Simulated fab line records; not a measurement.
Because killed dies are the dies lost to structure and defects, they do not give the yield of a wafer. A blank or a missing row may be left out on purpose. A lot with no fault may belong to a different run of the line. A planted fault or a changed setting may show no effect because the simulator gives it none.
Struck lot and sound lot, side by side :: flow sky130 :: 21 steps out of a route of 708
Sound: the wafers L440.1, L440.3, L440.5. Struck: wafers L459.1, L459.3 (left out: L459.2, a lot-mate that was not struck); the cause follows at the end.
For every step that has rows: the tool of each side, followed by ch and its chambers, followed by its first start. Under that, the readings that differ: sound wafers :: struck wafers :: difference of the means :: sigmas: that difference in standard deviations of wafers without a fault.
alike: readings with means less than 2 such deviations apart, plus words and numbers identical on both sides. not compared: withheld readings, readings lacking a value on some wafer, bounds such as >300 that could conceal the same value, and numbers that have no deviation in the record and whose values overlap.
A row with sigmas, a row that says differs or no value, or rows on one side alone: a step with any of these is where the two part. Non-overlapping numbers with no deviation appear without sigmas and do not part them. Lack of a reading on every wafer of one side parts them only where that side has two or more wafers.

first, 2 steps without rows for these wafers: SKY_LDD_HVP_PEB_05; SKY_LDD_HVP_DEVELOP_06 (develop time 60 s).
SKY_LDD_HVP_OVL_MEAS_07:
  struck on overlay-02, day 29 16:11; sound on overlay-01, day 23 09:56
  alike: LDD_HVP_OVL
then, 1 step without rows for these wafers: SKY_LDD_HVP_IMPLANT_08.
SKY_LDD_HVP_STRIP_09: strips in O2/N2.
  sound on plasmaAsher-04 ch 0,1, day 23 10:07; struck on plasmaAsher-04 ch 0,1, day 29 16:22
  alike: drypumpMotorCurrentA, oesProductAu, stripTimeToEndpointS
  not compared: rfHoursCounterH
SKY_LDD_HVP_TW_MEAS_10:
  struck on filmMetro-03, day 29 16:28; sound on filmMetro-02, day 23 10:13
  alike: LDD_HVP_TW
then, 6 steps without rows for these wafers: SKY_LDD_LDN_DEHYDRATE_00 (time 60 s); SKY_LDD_LDN_HMDS_01 (prime time 60 s); SKY_LDD_LDN_COAT_02 (resist thk 1140 nm); SKY_LDD_LDN_SOFTBAKE_03 (time 60 s); SKY_LDD_LDN_EXPOSE_04 (exposes mask LDNTM, target cd 700 nm); SKY_LDD_LDN_PEB_05.
SKY_LDD_LDN_DEVELOP_06: develop time 60 s.
  sound on lithoTrack-01 ch 0, day 24 15:43; struck on lithoTrack-02 ch 0, day 30 20:08
SKY_LDD_LDN_OVL_MEAS_07:
  struck on overlay-02, day 30 20:17; sound on overlay-02, day 24 15:52
reading: LDD_LDN_OVL (nm)
sound: -0.8 -0.7 -1.4
struck: - -
difference: no value on the struck wafers
sigmas: 
then, 4 steps without rows for these wafers: SKY_LDD_LDN_IMPLANT_08; SKY_LDD_LDN_IMPLANT_09; SKY_LDD_LDN_IMPLANT_10; SKY_LDD_LDN_IMPLANT_11.
SKY_LDD_LDN_STRIP_12: strips in O2/N2.
  sound on plasmaAsher-02 ch 0,1, day 24 16:31; struck on plasmaAsher-01 ch 0,1, day 30 20:55
reading: stripTimeToEndpointS (s)
sound: 14.21 14.20 14.21
struck: 14.13 14.11
difference: -0.09
sigmas: -2
  alike: drypumpMotorCurrentA, oesProductAu
  not compared: rfHoursCounterH
SKY_LDD_LDN_TW_MEAS_13:
  struck on filmMetro-03, day 30 21:01; sound on filmMetro-04, day 24 16:37
reading: LDD_LDN_TW
sound: 1479 1484 1477
struck: 30 30
difference: -1450
sigmas: -99 or more
then, 1 step without rows for these wafers: SKY_LDD_LDN_CLEAN_14 (cleans in SC1/SC2, time 150 s).

== WHERE THEY PART ==
Last at SKY_LDD_LDN_TW_MEAS_13 as far as this record goes, first at SKY_LDD_LDN_OVL_MEAS_07.

WHY: whatever the simulator had introduced
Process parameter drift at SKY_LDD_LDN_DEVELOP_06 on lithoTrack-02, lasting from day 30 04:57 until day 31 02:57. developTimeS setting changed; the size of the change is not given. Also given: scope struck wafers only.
